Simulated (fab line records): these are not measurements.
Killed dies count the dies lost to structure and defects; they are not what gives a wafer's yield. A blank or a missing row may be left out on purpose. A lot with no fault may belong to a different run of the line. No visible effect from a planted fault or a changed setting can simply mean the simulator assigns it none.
fab line records | flow gf180mcu
record: lots: 13 wafers: 39 last-day: 34
route steps=602 shown LVPWELL@64 HV_LDD@184 V2@397
lots untouched by any fault: they come from a run of this same line in which no faults occurred
start-h: hours from the record's opening day to when the first of the lot's shown wafers began | wait-h: hours since the lot's step before | " identical to the entry in the row above | L1.1+2: a row that stands for several wafers | - no value present, or no start provided | * or withheld: withheld | < > ~ a bound
route shown NAME@n: NAME is a module with steps in the file, n the number in the route of the first one | usual: mean and standard deviation over wafers with no fault | same: alike in all rows | chamber/n: place in a boat | sites: per-site readings | _std_site: their standard deviation | _edge_site: inner sites' mean taken away from outer sites' mean | radius-mm: how far each site lies from the wafer's centre | mask NAME#n: copy n | behind: tool/chamber where the wafer was last shaped | hold: why the lot went on hold/how many hours it stayed there/how the hold came to an end | device: which transistor (n, p or np) failed to switch | end of line: tests run on the same wafers once the route is complete | a step given without rows: its recipe and nothing more | killed: at the first sort, the dies lost to defects and structure; wafer yield is something else | map: the dies of a wafer, with x for killed, . for not killed, _ for no die there
set.NAME: the setting the step ran with; set.NAME@STEP: the setting that earlier step ran with | model.NAME: the simulator's own value behind a step, which no gauge read
a sample of lots followed through the steps of the route, with each step as a table and each wafer as a row
services: a tool's chamber out of use, with start hour (start-h, from the record's first day; less than 0 if before it), hours out, and reason
== steps ==
step: GF_LVPWELL_STRIP_10
recipe: chemistry: O2/N2 power-w: 1400 pressure-mtorr: 1500 platen-temp-c: 250 o2-flow-sccm: 3000 n2-flow-sccm: 300 overash-fraction: 0.5
usual: drypump-motor-current-A: 5.8/0.54 heater-power-w: 369/34 o2-flow-sccm: 3000/11 oes-product-au: 0.723/0.0043 strip-time-to-endpoint-s: 36.97/0.089
columns lot.wafer tool chamber start-h wait-h drypump-motor-current-A heater-power-w o2-flow-sccm oes-product-au rf-hours-counter-h strip-time-to-endpoint-s
L946.2 plasma-asher-02 0 75.64 0.1 5.7 348 2996 0.719 39 36.99
L946.3 " 0 " " 5.7 349 2997 0.721 - 37.03
L946.6 " 1 " " 5.7 335 3006 0.723 - 37.06
L947.3 plasma-asher-03 0 80.07 0.1 6.0 416 3009 0.717 - 36.95
L947.4 " 1 " " 4.8 354 3006 0.721 - 36.84
L947.5 " 1 " " 4.8 350 2991 0.727 - 36.92
L948.1 plasma-asher-01 0 84.64 0.1 6.1 354 2988 0.724 41 36.93
L948.2 " 1 " " 6.5 393 3005 0.729 41 36.84
L948.4 " 0 " " 6.1 342 2995 0.721 - 36.81
L949.2 plasma-asher-02 1 91.68 0.1 5.7 339 2996 0.730 41 37.01
L949.3 " 1 " " 5.7 343 3003 0.720 - 37.04
L949.6 " 1 " " 5.7 327 2993 0.716 - 37.07
L950.1 plasma-asher-01 0 94.63 0.1 6.1 341 3008 0.723 42 37.09
L950.4 " 1 " " 6.5 397 3009 0.717 - 37.07
L950.5 " 1 " " 6.5 396 3010 0.722 - 37.13
L951.1 plasma-asher-03 1 102.64 0.1 4.8 340 3017 0.730 46 36.92
L951.2 " 0 " " 6.0 424 3005 0.727 46 36.95
L951.5 " 0 " " 6.0 428 3011 0.727 - 36.95
L961.2 plasma-asher-02 1 160.03 0.1 5.8 350 3004 0.724 49 36.93
L961.5 " 1 " " 5.8 335 3004 0.725 - 37.03
L961.6 " 0 " " 5.6 341 2999 0.723 - 37.01
L962.1 plasma-asher-03 0 163.49 0.1 6.0 420 2985 0.720 53 37.13
L962.2 " 1 " " 4.8 348 2986 0.726 53 37.10
L962.4 " 1 " " 4.8 351 2987 0.716 - 37.21
L963.3 plasma-asher-03 1 172.92 0.1 4.8 352 2996 0.728 - 36.89
L963.4 " 0 " " 6.0 415 3005 0.726 - 36.86
L963.5 " 0 " " 6.0 421 3004 0.730 - 36.85
L964.2 plasma-asher-03 1 177.03 0.1 4.8 349 3000 0.715 54 37.11
L964.3 " 0 " " 6.0 419 2997 0.726 - 36.99
L964.4 " 1 " " 4.8 350 2994 0.720 - 36.98
L966.1 plasma-asher-01 1 187.28 0.1 6.5 408 2997 0.717 8 37.03
L966.2 " 0 " " 6.1 340 2997 0.721 8 37.01
L966.4 " 1 " " 6.5 410 3012 0.720 - 37.04
L967.1 plasma-asher-01 1 193.43 0.1 6.5 411 2989 0.723 9 36.93
L967.2 " 0 " " 6.1 335 3003 0.730 9 36.83
L967.3 " 1 " " 6.5 419 2980 0.726 - 36.94
L968.1 plasma-asher-03 1 198.93 0.1 4.8 347 3003 0.716 57 36.86
L968.4 " 1 " " 4.8 352 3003 0.726 - 36.77
L968.6 " 1 " " 4.8 355 3003 0.721 - 36.84
step: GF_HV_LDD_OVL_MEAS_08
usual: HV_LDD_OVL: 0.3/1.2
columns lot.wafer tool chamber start-h wait-h HV_LDD_OVL[nm]
L946.2 overlay-01 - 222.87 0.1 0.0
L946.3 " - " " -0.6
L946.6 " - " " -1.2
L947.3 overlay-02 - 229.23 0.1 0.5
L947.4 " - " " 1.3
L947.5 " - " " 1.3
L948.1 overlay-02 - 236.12 0.1 1.2
L948.2 " - " " -0.5
L948.4 " - " " 1.9
L949.2 overlay-01 - 246.52 0.1 0.0
L949.3 " - " " -1.6
L949.6 " - " " 0.0
L950.1 overlay-01 - 254.56 0.1 -0.8
L950.4 " - " " -0.5
L950.5 " - " " -1.7
L951.1 overlay-01 - 259.86 0.1 -0.7
L951.2 " - " " -0.5
L951.5 " - " " 0.1
L961.2 overlay-01 - 337.77 0.1 -1.2
L961.5 " - " " -0.3
L961.6 " - " " -2.4
L962.1 overlay-01 - 342.46 0.1 2.0
L962.2 " - " " 2.4
L962.4 " - " " 1.6
L963.3 overlay-02 - 355.52 0.1 2.2
L963.4 " - " " 1.9
L963.5 " - " " 1.3
L964.2 overlay-01 - 360.37 0.1 -0.1
L964.3 " - " " 2.4
L964.4 " - " " 0.6
L966.1 overlay-02 - 373.21 0.1 -0.8
L966.2 " - " " 0.1
L966.4 " - " " -1.5
L967.1 overlay-02 - 382.81 0.1 -0.5
L967.2 " - " " 0.1
L967.3 " - " " 1.3
L968.1 overlay-02 - 391.96 0.1 1.3
L968.4 " - " " 0.0
L968.6 " - " " 1.1
step: GF_HV_LDD_IMPLANT_48
recipe: species: B energy-kev: 25 dose-cm2: 3e+13 tilt-deg: 7
usual: beam-energy-keV: 25.002/0.0076 faraday-current-uA: 169/3.5
columns lot.wafer tool chamber start-h wait-h beam-energy-keV faraday-current-uA
L946.2 implanter-03 0 281.83 0.0 25.006 167
L946.3 " 0 " " 25.012 171
L946.6 " 0 " " 25.002 172
L947.3 implanter-01 0 289.70 0.1 25.018 170
L947.4 " 0 " " 24.996 166
L947.5 " 0 " " 25.003 174
L948.1 implanter-01 0 295.95 0.0 25.010 165
L948.2 " 0 " " 25.009 169
L948.4 " 0 " " 25.010 171
L949.2 implanter-01 0 307.67 0.0 25.000 166
L949.3 " 0 " " 25.008 175
L949.6 " 0 " " 25.009 168
L950.1 implanter-01 0 316.65 0.0 25.016 164
L950.4 " 0 " " 25.018 163
L950.5 " 0 " " 25.008 172
L951.1 implanter-03 0 322.65 0.0 25.005 167
L951.2 " 0 " " 25.003 169
L951.5 " 0 " " 25.006 169
L961.2 implanter-01 0 406.22 0.0 15.621 172
L961.5 " 0 " " 15.639 174
L961.6 " 0 " " 15.634 165
L962.1 implanter-01 0 410.70 0.0 15.631 169
L962.2 " 0 " " 15.628 168
L962.4 " 0 " " 15.628 174
L963.3 implanter-03 0 425.65 0.1 25.002 167
L963.4 " 0 " " 25.008 170
L963.5 " 0 " " 24.996 171
L964.2 implanter-03 0 432.03 0.0 25.001 174
L964.3 " 0 " " 24.985 172
L964.4 " 0 " " 24.988 164
L966.1 implanter-03 0 445.25 0.0 24.992 167
L966.2 " 0 " " 24.990 169
L966.4 " 0 " " 24.991 169
L967.1 implanter-03 0 455.42 0.0 24.999 173
L967.2 " 0 " " 24.995 172
L967.3 " 0 " " 24.990 166
L968.1 implanter-04 0 465.75 0.0 24.989 171
L968.4 " 0 " " 25.006 163
L968.6 " 0 " " 24.990 175
step: GF_HV_LDD_TW_MEAS_50
usual: HV_LDD_4_TW: 565/3.3
columns lot.wafer tool chamber start-h wait-h HV_LDD_4_TW
L946.2 film-metro-01 - 282.06 0.1 565
L946.3 " - " " 559
L946.6 " - " " 560
L947.3 film-metro-01 - 289.92 0.1 564
L947.4 " - " " 566
L947.5 " - " " 567
L948.1 film-metro-02 - 296.20 0.1 569
L948.2 " - " " 569
L948.4 " - " " 569
L949.2 film-metro-01 - 307.91 0.1 564
L949.3 " - " " 564
L949.6 " - " " 564
L950.1 film-metro-02 - 316.90 0.1 567
L950.4 " - " " 567
L950.5 " - " " 568
L951.1 film-metro-04 - 322.90 0.1 565
L951.2 " - " " 563
L951.5 " - " " 561
L961.2 film-metro-04 - 406.46 0.1 509
L961.5 " - " " 511
L961.6 " - " " 510
L962.1 film-metro-04 - 410.95 0.1 509
L962.2 " - " " 508
L962.4 " - " " 509
L963.3 film-metro-01 - 425.87 0.1 567
L963.4 " - " " 567
L963.5 " - " " 567
L964.2 film-metro-02 - 432.26 0.1 569
L964.3 " - " " 572
L964.4 " - " " 572
L966.1 film-metro-01 - 445.50 0.1 564
L966.2 " - " " 564
L966.4 " - " " 565
L967.1 film-metro-04 - 455.67 0.1 566
L967.2 " - " " 565
L967.3 " - " " 565
L968.1 film-metro-02 - 466.00 0.1 567
L968.4 " - " " 567
L968.6 " - " " 566
step: GF_V2_OVL_MEAS_15
usual: V2_OVL: 1/4.5
columns lot.wafer tool chamber start-h wait-h V2_OVL[nm]
L946.2 overlay-02 - 474.32 0.1 1
L946.3 " - " " 4
L946.6 " - " " 4
L947.3 overlay-01 - 482.08 0.1 -2
L947.4 " - " " -3
L947.5 " - " " -2
L948.1 overlay-01 - 492.81 0.1 -3
L948.2 " - " " 4
L948.4 " - " " 4
L949.2 overlay-02 - 503.37 0.1 -3
L949.3 " - " " -4
L949.6 " - " " -7
L950.1 overlay-02 - 514.16 0.1 1
L950.4 " - " " -2
L950.5 " - " " -3
L951.1 overlay-02 - 520.71 0.1 2
L951.2 " - " " -1
L951.5 " - " " 3
L961.2 overlay-02 - 603.76 0.1 9
L961.5 " - " " 5
L961.6 " - " " 6
L962.1 overlay-02 - 612.17 0.1 2
L962.2 " - " " -2
L962.4 " - " " -3
L963.3 overlay-02 - 623.22 0.1 4
L963.4 " - " " 5
L963.5 " - " " 12
L964.2 overlay-02 - 626.12 0.1 -4
L964.3 " - " " -2
L964.4 " - " " -4
L966.1 overlay-02 - 637.64 0.1 -2
L966.2 " - " " 0
L966.4 " - " " -6
L967.1 overlay-02 - 646.46 0.1 6
L967.2 " - " " 9
L967.3 " - " " 4
L968.1 overlay-02 - 659.36 0.1 2
L968.4 " - " " 7
L968.6 " - " " 8
== services ==
columns tool chamber start-h hours kind
implanter-01 - 77.15 4.1 repair
plasma-asher-01 - 108.75 9.0 pm
implanter-01 - 112.21 4.6 pm
plasma-asher-01 - 113.90 4.1 repair
plasma-asher-02 - 114.91 2.2 repair
plasma-asher-03 - 123.35 6.7 pm
plasma-asher-01 - 126.86 0.5 repair
plasma-asher-02 - 170.73 2.7 repair
implanter-03 - 171.27 2.9 pm
implanter-03 - 179.49 10.4 pm
implanter-01 - 198.74 10.1 repair
plasma-asher-02 - 212.18 0.7 repair
implanter-03 - 213.17 1.1 repair
plasma-asher-03 - 277.39 1.5 repair
plasma-asher-01 - 304.10 3.2 repair
plasma-asher-02 - 315.46 2.8 pm
implanter-03 - 345.41 1.9 repair
implanter-03 - 364.15 6.1 pm
implanter-04 - 378.77 1.1 repair
implanter-03 - 407.66 3.5 repair
implanter-04 - 410.74 5.0 pm
plasma-asher-02 - 421.25 9.0 pm
plasma-asher-01 - 427.12 15.2 repair
plasma-asher-02 - 449.29 10.0 pm
== key ==
first-sign: step: GF_HV_LDD_IMPLANT_48 reading: beam-energy-keV direction: down sigmas: 99+ usual: 25.002 struck: 15.630
effect: step: GF_HV_LDD_TW_MEAS_50 reading: HV_LDD_4_TW direction: down sigmas: 17 usual: 565 struck: 509
met-at GF_HV_LDD_IMPLANT_48
struck-lots L961,L962
tester-left-out L961,L962
not-acting-at GF_LVPWELL_STRIP_10,GF_HV_LDD_OVL_MEAS_08,GF_V2_OVL_MEAS_15
onset-between 316.65 406.22
fault: kind: process-parameter-drift tool: implanter-01 chamber: - onset-h: 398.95 steps: GF_HV_LDD_IMPLANT_48 channel: energy-kev offset: -9.3722 shape: step end-h: 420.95 acts-in: these-recipes-only stated: 25
tester-left-out: of these lots the tester's yield and bins aren't shown, on N5 and GAA mostly nor the transistor test; their killed dies are dies lost to structure and defects alone, not to doping, threshold or leakage, so they don't give the yield
